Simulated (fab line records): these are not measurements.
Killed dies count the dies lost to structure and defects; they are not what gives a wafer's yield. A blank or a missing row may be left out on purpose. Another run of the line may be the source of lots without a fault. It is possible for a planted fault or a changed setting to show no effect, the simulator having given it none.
A struck lot beside a sound one | flow gf180mcu | 16 steps out of a route of 602
Sound: the wafers L319.1, L319.3, L319.4. Struck: wafers L323.1, L323.4. (L323.3 of the same lot was not struck and is left out.) The cause comes at the end.
Each step with rows lists, per side, the tool, then ch with its chambers, then its first start. Under that, the readings that differ: sound wafers | struck wafers | difference of the means | sigmas: that difference in standard deviations of wafers without a fault.
alike: a reading whose means differ by less than 2 such deviations, as well as words and numbers matching on both sides. not compared: withheld readings; readings where some wafer has no value; bounds like >300 that might hide an equal value; numbers whose values overlap and for which the record gives no deviation.
Wherever a step has rows on one side only, a row that says differs or no value, or a row with sigmas, the two part there. Numbers that don't overlap but have no deviation are shown without sigmas and don't part them. A reading missing from all wafers of one side parts the sides only when that side holds two or more wafers.

GF_M4_SPUTTER_04: material TiN, target thk 50 nm, time 41.7 s.
  sound: pvd-sputter-01 at day 24 02:35; struck: pvd-sputter-03 at day 25 15:54
  alike: throttle-valve-pct
GF_M4_RS_MEAS_05: uses a four-point probe to measure.
  sound: film-metro-02 at day 24 02:37; struck: film-metro-02 at day 25 15:56
  reading             | sound                | struck        | difference | sigmas
  M4_ALCU_RS (ohm/sq) | 0.0712 0.0715 0.0728 | 0.0701 0.0708 | -0.0014    | -2
GF_M4_THK_MEAS_06: measures by xrf.
  sound: film-metro-02 at day 24 02:44; struck: film-metro-02 at day 25 16:04
  alike: M4_ALCU_THK
then, 7 steps without rows for these wafers: GF_M4_DEHYDRATE_07 (time 60 s); GF_M4_HMDS_08 (prime time 60 s); GF_M4_COAT_09 (resist thk 1000 nm); GF_M4_SOFTBAKE_10 (time 60 s); GF_M4_EXPOSE_11 (exposes mask Metal4, target cd 280 nm); GF_M4_PEB_12 (peb time 90 s); GF_M4_DEVELOP_13 (develop time 60 s).
GF_M4_CD_MEAS_14: target cd 280 nm.
  sound: cd-sem-02 at day 25 00:26; struck: cd-sem-02 at day 26 13:08
  reading    | sound             | struck      | difference | sigmas
  cd-nm (nm) | 282.3 283.2 281.6 | 278.7 279.2 | -3.4       | -3
GF_M4_OVL_MEAS_15:
  sound: overlay-01 at day 25 00:34; struck: overlay-02 at day 26 13:16
  reading     | sound  | struck | difference | sigmas
  M4_OVL (nm) | 9 12 6 | -6 0   | -12        | -2
GF_M4_METAL_ETCH_16: etches the open film in Cl2/BCl3, stops on SiO2, target depth 750.8 nm, time 125.1 s.
  sound on rie-metal-02 ch 0, day 25 00:36; struck on rie-metal-02 ch 0, day 26 13:18
  reading                             | sound             | struck      | difference | sigmas
  model.KrF_of_M4_COAT_09.thk-nm (nm) | 684.6 685.7 683.3 | 474.4 478.2 | -208.2     |
  alike: drypump-motor-current-A, oes-product-au, throttle-valve-pct
  not compared: rf-hours-counter-h
GF_M4_STRIP_17: strips in O2/N2.
  sound on plasma-asher-02 ch 0,1, day 25 00:51; struck on plasma-asher-02 ch 0,1, day 26 13:25
  reading                      | sound             | struck      | difference | sigmas
  oes-product-au (a.u.)        | 0.534 0.547 0.537 | 0.457 0.461 | -0.080     | -18
  strip-time-to-endpoint-s (s) | 7.39 7.39 7.38    | 5.28 5.32   | -2.09      | -47
  alike: drypump-motor-current-A, heater-power-w
  not compared: rf-hours-counter-h
then, 1 step without rows for these wafers: GF_M4_STRIP_18 (strips in post etch residue remover, time 1200 s).
-- the record jumps here: 5 days lie between the struck wafers' starts before and after (it left off in module M4 and takes up again in module PASSIVATION, whose first step shown is number 602 of the route) --
GF_PASSIVATION_PROBE_99:
  only the struck wafers here have rows in the record (prober-01, day 31 17:48); the sound ones have none

## WHERE THEY PART
Earliest at GF_M4_RS_MEAS_05; latest, in this record, at GF_PASSIVATION_PROBE_99.

WHY: the cause the simulator had injected
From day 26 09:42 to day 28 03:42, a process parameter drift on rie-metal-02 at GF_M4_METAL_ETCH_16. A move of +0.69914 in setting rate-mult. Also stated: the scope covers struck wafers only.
